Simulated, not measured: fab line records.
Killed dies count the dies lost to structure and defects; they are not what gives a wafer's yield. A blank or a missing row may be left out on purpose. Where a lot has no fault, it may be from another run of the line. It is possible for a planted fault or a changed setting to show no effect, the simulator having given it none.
fab line records	flow gf180mcu	part 1 of 2: steps 1 to 27 of 40
[record] lots = 5	wafers = 15	lastDay = 33
route steps=602 shown CONTACT@306 M1@315 V1@335
lots that met no fault: taken from a fault-free run of the same line
startH: start of the lot's first displayed wafer, in hours after the record's first day	waitH: how many hours have passed since the lot's step before this one	" the same as in the row above	L1.1+2: a single row standing in for several wafers	- no value present, or no start provided	* or withheld: withheld	< > ~ a bound
route shown NAME@n: NAME is a module with steps in the file, n the number in the route of the first one	usual: mean/standard deviation of fault-free wafers	same: alike in all rows	chamber/n: place in a boat	sites: per-site readings	_std_site: standard deviation across them	_edge_site: the outer-site mean with the inner-site mean subtracted	radiusMm: how far each site lies from the wafer's centre	mask NAME#n: copy n	behind: the last tool/chamber to shape the wafer	hold: the reason the lot was held/the length of the hold in hours/how it ended	device: which transistor (n, p or np) failed to switch	end of line: the route-end tests of the same wafers	a step without rows: its recipe alone	killed: at the first sort, the dies lost to defects and structure; wafer yield is something else	map: dies across one wafer; x = killed, . = not, _ = none there
set.NAME: the setting that was run; set.NAME@STEP: the one run at that earlier step	model.NAME: the simulator's own value behind a step, which no gauge read
lots at selected steps of the route; one table per step, one row per wafer
services: a tool's chamber out of use, with start hour (startH, from the record's first day; less than 0 if before it), hours out, and reason
[[steps]]
[step GF_CONTACT_CLEAN_19]
[recipe] chemistry = SPM
lot.wafer	tool	chamber	startH	waitH
L074.1+3+5	wetBench-01	1	364.62	0.1
L075.1+2+3	wetBench-01	2	367.12	0.1
L081.2+4+6	wetBench-01	0	427.92	0.1
L085.1+2+3	wetBench-04	0	468.92	0.1
L093.2+3+6	wetBench-01	1	525.92	0.1
[step GF_CONTACT_CLEAN_20]
[recipe] chemistry = DIW
lot.wafer	tool	chamber	startH	waitH
L074.1+3+5	wetBench-03	2	364.71	0.0
L075.1+2+3	wetBench-04	0	367.21	0.0
L081.2+4+6	wetBench-03	2	428.02	0.0
L085.1+2+3	wetBench-03	3	469.01	0.0
L093.2+3+6	wetBench-04	3	526.12	0.0
[step GF_CONTACT_CLEAN_21]
[recipe] chemistry = dHF	timeS = 20	dilution = 100:1	dry = ipaMarangoni
lot.wafer	tool	chamber	startH	waitH
L074.1+3+5	wetBench-04	1	364.80	0.0
L075.1+2+3	wetBench-01	1	367.31	0.0
L081.2+4+6	wetBench-01	3	428.12	0.0
L085.1+2+3	wetBench-04	0	469.10	0.0
L093.2+3+6	wetBench-01	0	526.21	0.0
[step GF_CONTACT_SPUTTER_22]
[recipe] material = Ti	targetThkNm = 15	chamberPressurePa = 5	powerW = 2448	substrateTempC = 200	timeS = 80.02
[usual] throttleValvePct = 30.4/1.1
lot.wafer	tool	chamber	startH	waitH	throttleValvePct
L074.1	pvdSputter-01	-	364.82	0.0	29.6
L074.3	"	-	"	"	32.7
L074.5	"	-	"	"	29.7
L075.1	pvdSputter-02	-	367.33	0.0	31.0
L075.2	"	-	"	"	30.1
L075.3	"	-	"	"	31.3
L081.2	pvdSputter-04	-	428.14	0.0	29.0
L081.4	"	-	"	"	31.6
L081.6	"	-	"	"	29.4
L085.1	pvdSputter-01	-	469.12	0.0	29.3
L085.2	"	-	"	"	29.8
L085.3	"	-	"	"	31.2
L093.2	pvdSputter-04	-	526.24	0.0	30.1
L093.3	"	-	"	"	28.8
L093.6	"	-	"	"	29.2
[step GF_CONTACT_SPUTTER_23]
[recipe] material = TiN	targetThkNm = 10	chamberPressurePa = 5	powerW = 4000	timeS = 40
[usual] throttleValvePct = 30.4/1.1
lot.wafer	tool	chamber	startH	waitH	throttleValvePct
L074.1	pvdSputter-01	-	364.88	0.0	29.6
L074.3	"	-	"	"	32.6
L074.5	"	-	"	"	29.5
L075.1	pvdSputter-02	-	367.39	0.0	31.2
L075.2	"	-	"	"	30.1
L075.3	"	-	"	"	31.4
L081.2	pvdSputter-04	-	428.20	0.0	28.7
L081.4	"	-	"	"	31.8
L081.6	"	-	"	"	29.2
L085.1	pvdSputter-01	-	469.18	0.0	29.4
L085.2	"	-	"	"	30.0
L085.3	"	-	"	"	31.1
L093.2	pvdSputter-04	-	526.30	0.0	30.2
L093.3	"	-	"	"	28.7
L093.6	"	-	"	"	29.7
[step GF_CONTACT_CVD_24]
[recipe] material = W	targetThkNm = 300	timeS = 90.339	tempC = 400	pressureTorr = 40
[usual] heaterPowerW = 805/22
lot.wafer	tool	chamber	startH	waitH	heaterPowerW	sinceWetCleanH
L074.1	cvdW-01	0	364.92	0.0	892	975
L074.3	"	0	"	"	867	-
L074.5	"	0	"	"	886	-
L075.1	cvdW-02	0	367.43	0.0	810	463
L075.2	"	1	"	"	804	463
L075.3	"	1	"	"	820	-
L081.2	cvdW-01	1	428.24	0.0	743	24
L081.4	"	1	"	"	778	-
L081.6	"	0	"	"	797	-
L085.1	cvdW-02	1	469.22	0.0	806	565
L085.2	"	1	"	"	797	-
L085.3	"	1	"	"	802	-
L093.2	cvdW-02	1	526.34	0.0	811	622
L093.3	"	0	"	"	820	-
L093.6	"	0	"	"	817	-
[step GF_CONTACT_RS_MEAS_25]
[recipe] thkMeasGauge = four-point-probe	reads = W_of_CONTACT_CVD_24+TiN_of_CONTACT_SPUTTER_23+Ti_of_CONTACT_SPUTTER_22
[usual] CONTACT_W_RS = 0.375/0.0063
lot.wafer	tool	chamber	startH	waitH	CONTACT_W_RS[ohm/sq]
L074.1	filmMetro-03	-	365.02	0.1	0.383
L074.3	"	-	"	"	0.385
L074.5	"	-	"	"	0.383
L075.1	filmMetro-01	-	367.53	0.1	0.383
L075.2	"	-	"	"	0.369
L075.3	"	-	"	"	0.368
L081.2	filmMetro-01	-	428.36	0.1	0.373
L081.4	"	-	"	"	0.370
L081.6	"	-	"	"	0.377
L085.1	filmMetro-03	-	469.42	0.2	0.367
L085.2	"	-	"	"	0.366
L085.3	"	-	"	"	0.367
L093.2	filmMetro-01	-	526.46	0.1	0.371
L093.3	"	-	"	"	0.382
L093.6	"	-	"	"	0.381
[step GF_CONTACT_THK_MEAS_26]
[recipe] thkMeasGauge = xrf	reads = W_of_CONTACT_CVD_24
[usual] CONTACT_W_THK = 302/5.7
lot.wafer	tool	chamber	startH	waitH	CONTACT_W_THK[nm]
L074.1	filmMetro-03	-	365.14	0.1	293
L074.3	"	-	"	"	292
L074.5	"	-	"	"	293
L075.1	filmMetro-01	-	367.65	0.1	298
L075.2	"	-	"	"	310
L075.3	"	-	"	"	312
L081.2	filmMetro-01	-	428.47	0.1	305
L081.4	"	-	"	"	308
L081.6	"	-	"	"	302
L085.1	filmMetro-03	-	469.54	0.1	306
L085.2	"	-	"	"	308
L085.3	"	-	"	"	306
L093.2	filmMetro-01	-	526.57	0.1	305
L093.3	"	-	"	"	297
L093.6	"	-	"	"	299
[step GF_CONTACT_CMP_27]
[recipe] stopOn = SiO2	downForcePsi = 3.5	platenRpm = 60	tOverpolishS = 15	targetThkNm = 0	padVelocityMS = 0.94248
[usual] motorCurrentA = 11.3/0.65	overpolishRunS = 15.000/0.009	timeToEndpointS = 71/3.9
[same] tOverpolishS = 15
lot.wafer	tool	chamber	startH	waitH	motorCurrentA	overpolishRunS	timeToEndpointS
L074.1	cmp-02	1	365.25	0.1	11.6	15.011	71
L074.3	"	2	"	"	10.9	15.008	76
L074.5	"	1	"	"	11.8	15.005	67
L075.2	cmp-02	1	367.71	0.0	12.0	14.994	72
L075.3	"	3	"	"	11.1	15.008	77
L075.1	"	0	"	"	10.3	14.995	77
L081.2	cmp-02	3	428.52	0.0	11.2	15.013	70
L081.4	"	0	"	"	9.9	14.990	69
L081.6	"	0	"	"	9.9	15.009	73
L085.2	cmp-02	3	469.99	0.4	11.8	15.007	72
L085.1	"	0	"	"	10.2	14.983	71
L085.3	"	1	"	"	11.4	14.991	67
L093.2	cmp-02	3	526.62	0.0	11.6	15.011	71
L093.3	"	1	"	"	11.5	14.998	66
L093.6	"	3	"	"	11.3	14.996	67
[step GF_M1_SPUTTER_00]
[recipe] material = Ti	targetThkNm = 37.5	arrivingIonEnergyEv = 80	substrateTempC = 200	chamberPressurePa = 2	powerW = 4000	timeS = 150
[usual] throttleValvePct = 29.7/0.91
lot.wafer	tool	chamber	startH	waitH	throttleValvePct
L074.1	pvdSputter-04	-	365.50	0.2	30.3
L074.3	"	-	"	"	31.7
L074.5	"	-	"	"	29.5
L075.1	pvdSputter-03	-	368.01	0.1	29.6
L075.2	"	-	"	"	29.3
L075.3	"	-	"	"	28.5
L081.2	pvdSputter-03	-	428.82	0.2	29.2
L081.4	"	-	"	"	29.6
L081.6	"	-	"	"	29.6
L085.1	pvdSputter-04	-	470.29	0.2	30.3
L085.2	"	-	"	"	31.5
L085.3	"	-	"	"	28.7
L093.2	pvdSputter-03	-	526.92	0.2	29.6
L093.3	"	-	"	"	29.3
L093.6	"	-	"	"	29.5
[step GF_M1_SPUTTER_01]
[recipe] material = TiN	targetThkNm = 30	powerW = 6500	timeS = 25	chamberPressurePa = 0.4
[usual] throttleValvePct = 29.6/0.89
lot.wafer	tool	chamber	startH	waitH	throttleValvePct
L074.1	pvdSputter-04	-	365.60	0.1	30.5
L074.3	"	-	"	"	31.6
L074.5	"	-	"	"	29.2
L075.1	pvdSputter-03	-	368.11	0.1	29.9
L075.2	"	-	"	"	29.1
L075.3	"	-	"	"	28.7
L081.2	pvdSputter-03	-	428.92	0.1	29.0
L081.4	"	-	"	"	29.6
L081.6	"	-	"	"	29.5
L085.1	pvdSputter-04	-	470.39	0.1	30.1
L085.2	"	-	"	"	31.7
L085.3	"	-	"	"	28.8
L093.2	pvdSputter-03	-	527.02	0.1	29.5
L093.3	"	-	"	"	29.4
L093.6	"	-	"	"	29.7
[step GF_M1_SPUTTER_02]
[recipe] material = AlCu	targetThkNm = 450	powerW = 10600	timeS = 23.9	chamberPressurePa = 0.4
[usual] throttleValvePct = 29.6/0.9
lot.wafer	tool	chamber	startH	waitH	throttleValvePct
L074.1	pvdSputter-04	-	365.63	0.0	30.1
L074.3	"	-	"	"	31.5
L074.5	"	-	"	"	29.5
L075.1	pvdSputter-03	-	368.14	0.0	29.9
L075.2	"	-	"	"	29.2
L075.3	"	-	"	"	28.5
L081.2	pvdSputter-03	-	428.95	0.0	29.1
L081.4	"	-	"	"	29.5
L081.6	"	-	"	"	29.7
L085.1	pvdSputter-04	-	470.42	0.0	30.1
L085.2	"	-	"	"	32.0
L085.3	"	-	"	"	29.0
L093.2	pvdSputter-03	-	527.05	0.0	29.4
L093.3	"	-	"	"	29.4
L093.6	"	-	"	"	29.4
[step GF_M1_SPUTTER_03]
[recipe] material = Ti	targetThkNm = 10	substrateTempC = 300	chamberPressurePa = 0.3	powerW = 3000	timeS = 6.7
[usual] throttleValvePct = 29.6/0.92
lot.wafer	tool	chamber	startH	waitH	throttleValvePct
L074.1	pvdSputter-04	-	365.66	0.0	30.1
L074.3	"	-	"	"	31.5
L074.5	"	-	"	"	29.3
L075.1	pvdSputter-03	-	368.17	0.0	29.6
L075.2	"	-	"	"	29.2
L075.3	"	-	"	"	28.7
L081.2	pvdSputter-03	-	428.98	0.0	29.2
L081.4	"	-	"	"	29.5
L081.6	"	-	"	"	29.4
L085.1	pvdSputter-04	-	470.45	0.0	30.3
L085.2	"	-	"	"	32.0
L085.3	"	-	"	"	28.8
L093.2	pvdSputter-03	-	527.08	0.0	29.7
L093.3	"	-	"	"	29.2
L093.6	"	-	"	"	29.6
[step GF_M1_SPUTTER_04]
[recipe] material = TiN	targetThkNm = 50	powerW = 6500	timeS = 41.7	chamberPressurePa = 0.4
[usual] throttleValvePct = 29.6/0.9
lot.wafer	tool	chamber	startH	waitH	throttleValvePct
L074.1	pvdSputter-04	-	365.68	0.0	30.0
L074.3	"	-	"	"	31.8
L074.5	"	-	"	"	29.5
L075.1	pvdSputter-03	-	368.19	0.0	29.6
L075.2	"	-	"	"	29.4
L075.3	"	-	"	"	28.6
L081.2	pvdSputter-03	-	429.00	0.0	29.2
L081.4	"	-	"	"	29.7
L081.6	"	-	"	"	29.7
L085.1	pvdSputter-04	-	470.47	0.0	30.3
L085.2	"	-	"	"	31.7
L085.3	"	-	"	"	28.8
L093.2	pvdSputter-03	-	527.10	0.0	29.8
L093.3	"	-	"	"	29.6
L093.6	"	-	"	"	29.5
[step GF_M1_RS_MEAS_05]
[recipe] thkMeasGauge = four-point-probe	reads = TiN_of_M1_SPUTTER_04+Ti_of_M1_SPUTTER_03+AlCu_of_M1_SPUTTER_02+TiN_of_M1_SPUTTER_01+Ti_of_M1_SPUTTER_00
[usual] M1_ALCU_RS = 0.0695/0.00085
lot.wafer	tool	chamber	startH	waitH	M1_ALCU_RS[ohm/sq]
L074.1	filmMetro-02	-	365.72	0.0	0.0676
L074.3	"	-	"	"	0.0690
L074.5	"	-	"	"	0.0704
L075.1	filmMetro-04	-	368.23	0.0	0.0691
L075.2	"	-	"	"	0.0701
L075.3	"	-	"	"	0.0687
L081.2	filmMetro-03	-	429.06	0.0	0.0696
L081.4	"	-	"	"	0.0694
L081.6	"	-	"	"	0.0687
L085.1	filmMetro-04	-	470.51	0.0	0.0686
L085.2	"	-	"	"	0.0694
L085.3	"	-	"	"	0.0683
L093.2	filmMetro-02	-	527.16	0.0	0.0695
L093.3	"	-	"	"	0.0699
L093.6	"	-	"	"	0.0693
[step GF_M1_THK_MEAS_06]
[recipe] thkMeasGauge = xrf	reads = AlCu_of_M1_SPUTTER_02
[usual] M1_ALCU_THK = 447/6
lot.wafer	tool	chamber	startH	waitH	M1_ALCU_THK[nm]
L074.1	filmMetro-02	-	365.84	0.1	457
L074.3	"	-	"	"	445
L074.5	"	-	"	"	435
L075.1	filmMetro-04	-	368.35	0.1	451
L075.2	"	-	"	"	448
L075.3	"	-	"	"	457
L081.2	filmMetro-03	-	429.17	0.1	445
L081.4	"	-	"	"	446
L081.6	"	-	"	"	450
L085.1	filmMetro-04	-	470.63	0.1	456
L085.2	"	-	"	"	451
L085.3	"	-	"	"	457
L093.2	filmMetro-02	-	527.27	0.1	443
L093.3	"	-	"	"	442
L093.6	"	-	"	"	444
[step GF_M1_DEHYDRATE_07]
[recipe] tempC = 200	timeS = 60
[usual] plateTempC = 200.01/0.18
lot.wafer	tool	chamber	startH	waitH	plateTempC
L074.1	lithoTrack-04	0	375.86	10.0	200.09
L074.3	"	0	"	"	200.54
L074.5	"	0	"	"	200.17
L075.1	lithoTrack-02	0	377.85	9.5	200.09
L075.2	"	0	"	"	200.27
L075.3	"	0	"	"	200.12
L081.2	lithoTrack-03	0	440.58	11.4	200.11
L081.4	"	0	"	"	199.97
L081.6	"	0	"	"	199.99
L085.1	lithoTrack-03	0	481.50	10.9	200.19
L085.2	"	0	"	"	200.00
L085.3	"	0	"	"	199.97
L093.2	lithoTrack-04	0	537.83	10.5	200.20
L093.3	"	0	"	"	200.08
L093.6	"	0	"	"	200.07
[step GF_M1_HMDS_08]
[recipe] primeTimeS = 60	primeTempC = 120
lot.wafer	tool	chamber	startH	waitH
L074.1+3+5	lithoTrack-04	0	376.01	0.1
L075.1+2+3	lithoTrack-02	0	378.00	0.1
L081.2+4+6	lithoTrack-03	0	440.73	0.1
L085.1+2+3	lithoTrack-03	0	481.65	0.1
L093.2+3+6	lithoTrack-04	0	537.98	0.1
[step GF_M1_COAT_09]
[recipe] resist = KrF	spinRpm = withheld	resistThkNm = 1000
lot.wafer	tool	chamber	startH	waitH
L074.1+3+5	lithoTrack-04	0	376.16	0.1
L075.1+2+3	lithoTrack-02	0	378.15	0.1
L081.2+4+6	lithoTrack-03	0	440.88	0.1
L085.1+2+3	lithoTrack-03	0	481.80	0.1
L093.2+3+6	lithoTrack-04	0	538.13	0.1
[step GF_M1_SOFTBAKE_10]
[recipe] tempC = 130	timeS = 60	resist = KrF
[usual] plateTempC = 130.02/0.14
lot.wafer	tool	chamber	startH	waitH	plateTempC
L074.1	lithoTrack-04	0	376.31	0.1	130.23
L074.3	"	0	"	"	130.04
L074.5	"	0	"	"	129.86
L075.1	lithoTrack-02	0	378.30	0.1	130.00
L075.2	"	0	"	"	130.03
L075.3	"	0	"	"	129.86
L081.2	lithoTrack-03	0	441.03	0.1	130.01
L081.4	"	0	"	"	129.82
L081.6	"	0	"	"	130.12
L085.1	lithoTrack-03	0	481.95	0.1	130.16
L085.2	"	0	"	"	129.93
L085.3	"	0	"	"	130.09
L093.2	lithoTrack-04	0	538.28	0.1	129.81
L093.3	"	0	"	"	129.90
L093.6	"	0	"	"	130.00
[step GF_M1_EXPOSE_11]
[recipe] maskId = Metal1	targetCdNm = 230	na = 0.68	sourceShape = conventional	sigmaOuter = 0.6	doseMj = 28
[usual] exposureDoseMJCm2 = 27.95/0.031
lot.wafer	tool	chamber	startH	waitH	mask	exposureDoseMJCm2
L074.1	krfScanner-02	0	-	-	Metal1#0	28.00
L074.3	"	0	"	"	Metal1#0	27.97
L074.5	"	0	"	"	Metal1#0	27.97
L075.1	krfScanner-01	0	-	-	Metal1#0	27.95
L075.2	"	0	"	"	Metal1#0	27.96
L075.3	"	0	"	"	Metal1#0	27.98
L081.2	krfScanner-02	0	-	-	Metal1#0	28.01
L081.4	"	0	"	"	Metal1#0	28.04
L081.6	"	0	"	"	Metal1#0	27.97
L085.1	krfScanner-01	0	-	-	Metal1#0	27.97
L085.2	"	0	"	"	Metal1#0	27.94
L085.3	"	0	"	"	Metal1#0	27.94
L093.2	krfScanner-01	0	-	-	Metal1#0	27.94
L093.3	"	0	"	"	Metal1#0	27.95
L093.6	"	0	"	"	Metal1#0	27.93
[step GF_M1_PEB_12]
[recipe] pebTempC = 135	pebTimeS = 90	resist = KrF
[usual] plateTempC = 135.01/0.13
lot.wafer	tool	chamber	startH	waitH	plateTempC
L074.1	lithoTrack-02	0	-	-	134.78
L074.3	"	0	"	"	134.81
L074.5	"	0	"	"	134.77
L075.1	lithoTrack-02	0	-	-	135.08
L075.2	"	0	"	"	135.06
L075.3	"	0	"	"	135.09
L081.2	lithoTrack-03	0	-	-	134.84
L081.4	"	0	"	"	135.15
L081.6	"	0	"	"	135.12
L085.1	lithoTrack-03	0	-	-	135.16
L085.2	"	0	"	"	135.28
L085.3	"	0	"	"	134.99
L093.2	lithoTrack-02	0	-	-	135.08
L093.3	"	0	"	"	135.19
L093.6	"	0	"	"	135.06
[step GF_M1_DEVELOP_13]
[recipe] developTimeS = 60	devTempC = 21
lot.wafer	tool	chamber	startH	waitH
L074.1+3+5	lithoTrack-02	0	388.15	0.2
L075.1+2+3	lithoTrack-02	0	389.75	0.2
L081.2+4+6	lithoTrack-03	0	452.73	0.2
L085.1+2+3	lithoTrack-03	0	494.45	0.2
L093.2+3+6	lithoTrack-02	0	549.07	0.2
[step GF_M1_CD_MEAS_14]
[recipe] targetCdNm = 230
[usual] cdNm = 230.1/1.2
lot.wafer	tool	chamber	startH	waitH	cdNm
L074.1	cdSem-02	-	388.30	0.1	229.5
L074.3	"	-	"	"	229.6
L074.5	"	-	"	"	229.2
L075.1	cdSem-02	-	389.90	0.1	230.6
L075.2	"	-	"	"	229.5
L075.3	"	-	"	"	229.3
L081.2	cdSem-02	-	452.87	0.1	231.3
L081.4	"	-	"	"	230.6
L081.6	"	-	"	"	230.5
L085.1	cdSem-02	-	494.60	0.1	229.7
L085.2	"	-	"	"	230.7
L085.3	"	-	"	"	230.3
L093.2	cdSem-01	-	549.21	0.1	229.6
L093.3	"	-	"	"	228.8
L093.6	"	-	"	"	230.5
[step GF_M1_OVL_MEAS_15]
[usual] M1_OVL = 3/4.2
lot.wafer	tool	chamber	startH	waitH	M1_OVL[nm]
L074.1	overlay-02	-	388.42	0.1	4
L074.3	"	-	"	"	0
L074.5	"	-	"	"	2
L075.1	overlay-02	-	390.02	0.1	4
L075.2	"	-	"	"	2
L075.3	"	-	"	"	-2
L081.2	overlay-01	-	452.98	0.1	-2
L081.4	"	-	"	"	2
L081.6	"	-	"	"	4
L085.1	overlay-02	-	494.72	0.1	4
L085.2	"	-	"	"	0
L085.3	"	-	"	"	7
L093.2	overlay-01	-	549.32	0.1	-2
L093.3	"	-	"	"	-6
L093.6	"	-	"	"	2
[step GF_M1_METAL_ETCH_16]
[recipe] chemistry = Cl2/BCl3	maskMaterial = KrF	targetDepthNm = 627.5	stopOn = SiO2	pressureMtorr = 8	icpW = 800	biasW = 140	Cl2_flow_sccm = 80	bcl3FlowSccm = 40	timeS = 104.6
[usual] drypumpMotorCurrentA = 5.77/0.24	oesProductAu = 0.971/0.0069	throttleValvePct = 28.252/0.01
lot.wafer	tool	chamber	startH	waitH	drypumpMotorCurrentA	oesProductAu	rfHoursCounterH	throttleValvePct
L074.1	rieMetal-03	1	388.45	0.0	5.91	0.977	10	28.240
L074.3	"	0	"	"	5.96	0.974	-	28.241
L074.5	"	1	"	"	5.93	0.969	-	28.269
L075.1	rieMetal-01	0	390.05	0.0	5.60	0.983	6	28.250
L075.2	"	1	"	"	5.57	0.978	7	28.256
L075.3	"	1	"	"	5.60	0.986	-	28.258
L081.2	rieMetal-03	1	453.01	0.0	5.90	0.970	0	28.257
L081.4	"	0	"	"	5.98	0.972	-	28.246
L081.6	"	0	"	"	5.98	0.983	-	28.262
L085.1	rieMetal-01	0	494.76	0.0	5.59	0.967	8	28.227
L085.2	"	1	"	"	5.61	0.973	9	28.254
L085.3	"	0	"	"	5.61	0.980	-	28.228
L093.2	rieMetal-01	1	549.35	0.0	5.64	0.973	11	28.231
L093.3	"	1	"	"	5.63	0.964	-	28.238
L093.6	"	0	"	"	5.61	0.974	-	28.245
[step GF_M1_STRIP_17]
[recipe] chemistry = O2/N2	powerW = 1400	pressureMtorr = 1500	platenTempC = 250	o2FlowSccm = 3000	n2FlowSccm = 300	overashFraction = 0.5
[usual] drypumpMotorCurrentA = 5.7/0.49	heaterPowerW = 326/42	oesProductAu = 0.557/0.0049	stripTimeToEndpointS = 7.86/0.056
lot.wafer	tool	chamber	startH	waitH	drypumpMotorCurrentA	heaterPowerW	oesProductAu	rfHoursCounterH	stripTimeToEndpointS
L074.1	plasmaAsher-01	0	388.57	0.1	5.6	414	0.551	79	7.81
L074.3	"	0	"	"	5.6	420	0.546	-	7.83
L074.5	"	0	"	"	5.7	416	0.568	-	7.79
L075.1	plasmaAsher-01	0	390.20	0.1	5.7	410	0.553	79	7.77
L075.2	"	1	"	"	4.8	277	0.560	79	7.88
L075.3	"	0	"	"	5.7	410	0.551	-	7.85
L081.2	plasmaAsher-01	1	453.12	0.1	4.7	274	0.556	85	7.84
L081.4	"	0	"	"	5.6	404	0.559	-	7.85
L081.6	"	1	"	"	4.7	274	0.562	-	7.85
L085.1	plasmaAsher-02	1	494.87	0.1	5.7	303	0.560	67	7.83
L085.2	"	0	"	"	6.4	285	0.556	67	7.89
L085.3	"	0	"	"	6.4	288	0.554	-	7.85
L093.2	plasmaAsher-03	0	549.46	0.1	6.2	330	0.562	46	7.93
L093.3	"	1	"	"	5.5	358	0.554	-	7.91
L093.6	"	1	"	"	5.5	356	0.556	-	7.81
